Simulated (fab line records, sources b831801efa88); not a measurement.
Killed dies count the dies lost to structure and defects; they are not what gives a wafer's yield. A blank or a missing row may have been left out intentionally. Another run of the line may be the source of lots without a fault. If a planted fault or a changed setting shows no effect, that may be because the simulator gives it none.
Which tool is to blame?	flow sky130	7 lots with 21 wafers sampled at 4 steps, on a route of 708 steps

WHAT THE GAUGES READ, wafer by wafer
SKY_LDD_LDN_TW_MEAS_13.
lot	measured	on	LDD_LDN_TW
L162	day 23 04:17	film_metro-04	1501 1498 1503
L166	day 24 09:25	film_metro-01	1460 1468 1469
L168	day 25 15:21	film_metro-02	1441 1445 1442
L170	day 26 20:43	film_metro-02	1433 1441 1428
L175	day 28 12:16	film_metro-04	1510 1493 1505
L180	day 30 10:47	film_metro-04	1493 1495 1493
L182	day 30 13:23	film_metro-04	30 30 30

EACH LOT AND THE TOOL THAT RAN IT (in order: tool; ch and the chambers of the sampled wafers; start)
lot	SKY_POLY_GATE_STRIP_18	SKY_LDD_HVP_STRIP_09	SKY_LDD_LDN_STRIP_12
L162	plasma_asher-01 ch 0,1, day 16 18:38	plasma_asher-01 ch 0,1, day 21 21:41	plasma_asher-03 ch 0,1, day 23 04:11
L166	plasma_asher-02 ch 0,1, day 17 21:19	plasma_asher-01 ch 0,1, day 23 02:31	plasma_asher-02 ch 0,1, day 24 09:18
L168	plasma_asher-02 ch 0,1, day 19 02:37	plasma_asher-03 ch 0, day 24 09:24	plasma_asher-02 ch 0,1, day 25 15:15
L170	plasma_asher-02 ch 0,1, day 20 11:31	plasma_asher-03 ch 0,1, day 25 15:24	plasma_asher-04 ch 0, day 26 20:37
L175	plasma_asher-03 ch 0,1, day 22 04:50	plasma_asher-03 ch 0,1, day 27 07:21	plasma_asher-03 ch 0,1, day 28 12:10
L180	plasma_asher-01 ch 0,1, day 23 14:34	plasma_asher-02 ch 1, day 28 14:37	plasma_asher-03 ch 0, day 30 10:41
L182	plasma_asher-03 ch 0,1, day 24 10:19	plasma_asher-02 ch 0,1, day 29 09:24	plasma_asher-04 ch 0,1, day 30 13:14
- SKY_POLY_GATE_STRIP_18: strips in O2/N2.
- SKY_LDD_HVP_STRIP_09: strips in O2/N2.
- SKY_LDD_LDN_STRIP_12: strips in O2/N2.

THE ANSWER, worked out from the rows above alone
Rule: what is usual is taken from the lots themselves. The widest of any qualifying gaps counts: lots, ordered by their means at a reading, are off when they make up no more than a third of the lots, leave a main group of 4 or more, and stand apart from it by 3 or more times the standard deviation of that group's means. A main group is skipped when, at the precision printed for the reading in the tables above, its means are all equal. A lot without any number at a reading at which 4 lots or more have one is off too. Where the step has rows for the other lots, those lots are counted as sound.
Off: L182, at SKY_LDD_LDN_TW_MEAS_13 (LDD_LDN_TW). The main group: mean 1473, standard deviation 28.
A tool fits if, at a process step before that reading, it ran every lot that is off, and no sound lot after the first of them. Those tools and the gauges at SKY_LDD_LDN_TW_MEAS_13 are tried in the same way. Can't be told from this: 4 tools fit, plasma_asher-03 at SKY_POLY_GATE_STRIP_18, plasma_asher-02 at SKY_LDD_HVP_STRIP_09, plasma_asher-04 at SKY_LDD_LDN_STRIP_12, film_metro-04 at SKY_LDD_LDN_TW_MEAS_13.

WHAT WAS PUT IN BY THE SIMULATOR
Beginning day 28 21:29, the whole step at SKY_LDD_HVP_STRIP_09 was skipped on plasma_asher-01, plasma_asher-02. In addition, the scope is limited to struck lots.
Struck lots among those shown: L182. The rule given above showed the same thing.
